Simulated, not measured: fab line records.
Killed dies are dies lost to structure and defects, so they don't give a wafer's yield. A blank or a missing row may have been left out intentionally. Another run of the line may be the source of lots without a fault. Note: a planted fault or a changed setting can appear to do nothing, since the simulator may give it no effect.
Code-filled problem report in 8D (eight disciplines) form | flow gf180mcu | the parts of the form that need people (team, actions taken, sign-off) are left out

## 1. PROBLEM STATEMENT
Across 6 wafers from 2 lots, PSD_TW at GF_PSD_TW_MEAS_11 averages 2682, while fault-free wafers read 3170 with a standard deviation of 25. That is -20 standard deviations from the usual mean.
First observed at day 18 19:31: wafer L492.2, on film_metro-03. The record holds 33 wafers of 11 lots with a number at this step. By rule, "out" or "out of limits" means more than 4 standard deviations away from the usual mean. The rest of the wafers with a number are treated as sound.

## 2. WHAT THIS IS AND IS NOT
question                    | is                     | is not
which readings at this step | PSD_TW                 | -
which lots                  | L492, L493             | L480, L482, L483, L485, L488, L491, L498, L500, L502
which wafers of those lots  | all that have a number | -
read on which gauges        | film_metro-03          | film_metro-01, film_metro-04
when                        | from day 18 19:31      | up to then (18 sound wafers); but 9 sound wafers of L498, L500, L502 came after

## 3. THE SUSPECTS, EACH WITH WHAT RULES IT OUT
Counting: a tool at any process step up to the reading remains a suspect when it ran all the lots that are out and ran no sound lot after the first of those.
- the gauge at GF_PSD_TW_MEAS_11: ruled out. All the wafers that are out were read on film_metro-03, but those of them that GF_PSD_IMPLANT_09 has rows for are out there too, on other tools.
- plasma_asher-03 at GF_MVPSD_STRIP_10 (strips in O2/N2): ruled out as a lasting fault. The sound lots L500 went through it after L492, its earliest lot that is out (day 8 01:50).
- implanter-01 at GF_PSD_IMPLANT_09: kept. It ran every lot that is out, first L492 (day 18 19:16), and no sound lot after that; its last sound lot up to then is L488 (day 17 12:37). Its own readings are out on those wafers: dose_ions_cm2, faraday_current_uA.
The count leaves implanter-01 at GF_PSD_IMPLANT_09.

## 4. THE CAUSE (what the simulator had put in)
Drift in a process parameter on implanter-01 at GF_PSD_IMPLANT_09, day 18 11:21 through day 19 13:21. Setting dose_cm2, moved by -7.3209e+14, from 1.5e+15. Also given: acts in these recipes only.
This tool alone remained once counting was done.

## 5. THE CHAIN OF EFFECTS, in route order
Rows list readings where the struck wafers' mean (over those with a number) sits beyond 3 standard deviations from the usual. Only readings whose record carries a usual standard deviation are examined. hours: median over the lots of the time between each lot's start at the first step of this table that gives one and its start at this step. sigmas: the change, counted in usual standard deviations.
hours | step              | reading                   | usual         | on struck wafers | change      | sigmas
0     | GF_PSD_IMPLANT_09 | dose_ions_cm2             | 1.5001e+15    | 7.6765e+14       | -7.3245e+14 | -99 or more
0     | GF_PSD_IMPLANT_09 | end_station_pressure_torr | 1.17e-05 Torr | 8.75e-06         | -2.95e-06   | -4.8
0     | GF_PSD_IMPLANT_09 | faraday_current_uA        | 8243          | 4258             | -3986       | -23
0     | GF_PSD_STRIP_10   | oes_product_au            | 0.591 a.u.    | 0.641            | +0.050      | +11
0     | GF_PSD_STRIP_10   | strip_time_to_endpoint_s  | 16.52 s       | 14.52            | -2.00       | -44
0     | GF_PSD_TW_MEAS_11 | PSD_TW                    | 3170          | 2682             | -488        | -20
1     | GF_PSD_RS_MEAS_15 | PSD_RS                    | 108.57 ohm/sq | 162.45           | +53.88      | +99 or more
The process steps in it:
- GF_PSD_IMPLANT_09
- GF_PSD_STRIP_10: strips in O2/N2.

## 6. HOW IT WOULD HAVE BEEN CAUGHT EARLIER
In this record the first reading out of limits at a measuring or inspecting step was taken at day 18 19:31, 8 hours after the fault began at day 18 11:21.
At GF_PSD_IMPLANT_09, the tool's own readings (dose_ions_cm2, faraday_current_uA) were out on each struck wafer the step has a row for, so an alarm limit on them would have fired on the first such wafer.
Among the 2 lots that are out, L493 began GF_PSD_IMPLANT_09 on implanter-01 after day 18 19:31. Had the tool been put on hold then, it would have been spared.
